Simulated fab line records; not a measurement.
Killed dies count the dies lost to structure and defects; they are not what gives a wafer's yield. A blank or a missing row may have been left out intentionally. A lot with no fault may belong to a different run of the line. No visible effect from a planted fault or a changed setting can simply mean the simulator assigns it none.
Struck lot and sound lot, side by side + flow gf180mcu + 43 out of 602 route steps
Sound: wafers L246.1, L246.4, L246.6. Struck: wafer L259.6 (L259.4, L259.5, from the same lot, were not struck and are left out); the cause is given at the end.
For every step that has rows: the tool of each side, followed by ch and its chambers, followed by its first start. Under that, the readings that differ: sound wafers + struck wafers + difference of the means + sigmas: that difference in standard deviations of wafers without a fault.
alike: a reading whose means differ by less than 2 such deviations, as well as words and numbers matching on both sides. not compared: withheld readings; readings where some wafer has no value; bounds like >300 that might hide an equal value; numbers whose values overlap and for which the record gives no deviation.
A row with sigmas, a row that says differs or no value, or rows on one side alone: a step with any of these is where the two part. When numbers do not overlap yet have no deviation, they are printed without sigmas and do not part them. A reading that every wafer of one side lacks parts them only if that side has two wafers or more.

first, 4 steps without rows for these wafers: GF_SAB_SOFTBAKE_05 (time 60 s); GF_SAB_EXPOSE_06 (exposes mask SAB, target cd 420 nm); GF_SAB_PEB_07; GF_SAB_DEVELOP_08 (develop time 60 s).
GF_SAB_CD_MEAS_09: the cd target is 420 nm.
  sound on cdSem-01 at day 15 19:18; struck on cdSem-01 at day 20 14:25
  alike: cdNm
GF_SAB_OVL_MEAS_10:
  sound on overlay-02 at day 15 19:25; struck on overlay-01 at day 20 14:29
  alike: SAB_OVL
GF_SAB_ETCH_11: etches SiO2 in C4F8/O2/Ar, target depth 55 nm, time 8.5 s.
  sound on rieDiel-03 ch 0,3, day 15 19:27; struck on rieDiel-01 ch 1, day 20 14:30
  alike: oesProductAu
  not compared: rfHoursCounterH
then, 1 step without rows for these wafers: GF_SAB_WET_ETCH_12 (etches SiO2 in dHF, target depth 22 nm, time 440 s).
GF_SAB_STRIP_13: strips in O2/N2.
  sound on plasmaAsher-01 ch 0,1, day 15 19:37; struck on plasmaAsher-04 ch 0, day 20 14:42
| reading                  | sound             | struck | difference | sigmas |
|--------------------------|-------------------|--------|------------|--------|
| stripTimeToEndpointS (s) | 12.66 12.64 12.63 | 12.55  | -0.09      | -3     |
  alike: drypumpMotorCurrentA, heaterPowerW, oesProductAu
  not compared: rfHoursCounterH
then, 3 steps without rows for these wafers: GF_SALICIDE_CLEAN_00 (cleans in SC1/SC2, time 150 s); GF_SALICIDE_WET_ETCH_01 (etches SiO2 in dHF, target depth 5 nm, time 100 s); GF_SALICIDE_SPUTTER_02 (material Co, target thk 10 nm, time 20 s).
GF_SALICIDE_SPUTTER_03: material TiN, target thk 20 nm, time 16.7 s.
  sound on pvdSputter-03 at day 15 19:52; struck on pvdSputter-04 at day 20 14:53
  alike: throttleValvePct
GF_SALICIDE_RS_MEAS_04: a four-point-probe measurement.
  sound on filmMetro-02 at day 15 19:53; struck on filmMetro-02 at day 20 14:58
  alike: SALICIDE_TIN_RS
GF_SALICIDE_THK_MEAS_05: measures by xrf.
  sound on filmMetro-02 at day 15 20:00; struck on filmMetro-02 at day 20 15:03
  alike: SALICIDE_TIN_THK
then, 4 steps without rows for these wafers: GF_SALICIDE_RTA_06 (time 30 s); GF_SALICIDE_WET_ETCH_07 (etches the open film in SPM, target depth 120 nm); GF_SALICIDE_RTA_08 (time 30 s); GF_CONTACT_CVD_00 (deposits SiO2, target thk 300 nm, time 50 s).
GF_CONTACT_THK_MEAS_01:
  sound on filmMetro-02 at day 15 20:24; struck on filmMetro-01 at day 20 15:28
  alike: CONTACT_CVD_00_THK
GF_CONTACT_CVD_02: deposits SiO2 from TEOS, target thk 860 nm, time 95.992 s.
  sound on pecvd-04 ch 0,1,2, day 15 20:28; struck on pecvd-01 ch 2, day 20 15:31
  alike: heaterPowerW
  not compared: sinceWetCleanH
GF_CONTACT_THK_MEAS_03:
  sound on filmMetro-04 at day 15 20:32; struck on filmMetro-02 at day 20 15:35
  alike: CONTACT_CVD_02_THK
then, 1 step without rows for these wafers: GF_CONTACT_CMP_04 (polishes SiO2).
GF_CONTACT_BOW_MEAS_05:
  sound on filmMetro-04 at day 15 20:53; struck on filmMetro-02 at day 20 16:01
  alike: CONTACT_BOW
then, 8 steps without rows for these wafers: GF_CONTACT_DEHYDRATE_06 (time 60 s); GF_CONTACT_HMDS_07 (prime time 60 s); GF_CONTACT_COAT_08; GF_CONTACT_COAT_09 (resist thk 1000 nm); GF_CONTACT_SOFTBAKE_10 (time 60 s); GF_CONTACT_EXPOSE_11 (exposes mask Contact, target cd 220 nm); GF_CONTACT_PEB_12 (peb time 90 s); GF_CONTACT_DEVELOP_13 (develop time 60 s).
GF_CONTACT_CD_MEAS_14: the cd target is 220 nm.
  sound on cdSem-02 at day 16 19:29; struck on cdSem-02 at day 21 16:10
  alike: cdNm
GF_CONTACT_OVL_MEAS_15:
  sound on overlay-02 at day 16 19:37; struck on overlay-02 at day 21 16:14
  alike: CONTACT_OVL
GF_CONTACT_ETCH_16: etches BARC in N2/H2.
  sound on rieDiel-04 ch 0,2, day 16 19:38; struck on rieDiel-04 ch 0, day 21 16:16
  alike: drypumpMotorCurrentA, oesProductAu, throttleValvePct
then, 1 step without rows for these wafers: GF_CONTACT_ETCH_17 (etches SiO2 in C4F8/O2/Ar, stops on CoSi2, target depth 860 nm).
GF_CONTACT_STRIP_18: strips in O2/N2.
  sound on plasmaAsher-04 ch 0,1, day 16 19:49; struck on plasmaAsher-04 ch 0, day 21 16:27
  alike: drypumpMotorCurrentA, heaterPowerW, oesProductAu
  not compared: rfHoursCounterH
then, 5 steps without rows for these wafers: GF_CONTACT_CLEAN_19 (cleans in SPM); GF_CONTACT_CLEAN_20 (cleans in DIW); GF_CONTACT_CLEAN_21 (cleans in dHF, time 20 s); GF_CONTACT_SPUTTER_22 (material Ti, target thk 15 nm, time 80.02 s); GF_CONTACT_SPUTTER_23 (material TiN, target thk 10 nm, time 40 s).
-- the record jumps here: 12 days lie between the struck wafers' starts before and after (it left off in module CONTACT and takes up again in module PASSIVATION, whose first step shown is number 602 of the route) --
GF_PASSIVATION_PROBE_99:
  only the struck wafers here have rows in the record (prober-01, day 33 06:23); the sound ones have none

== WHERE THEY PART ==
Last at GF_PASSIVATION_PROBE_99 as far as this record goes, first at GF_SAB_STRIP_13.

WHY: the cause the simulator had injected
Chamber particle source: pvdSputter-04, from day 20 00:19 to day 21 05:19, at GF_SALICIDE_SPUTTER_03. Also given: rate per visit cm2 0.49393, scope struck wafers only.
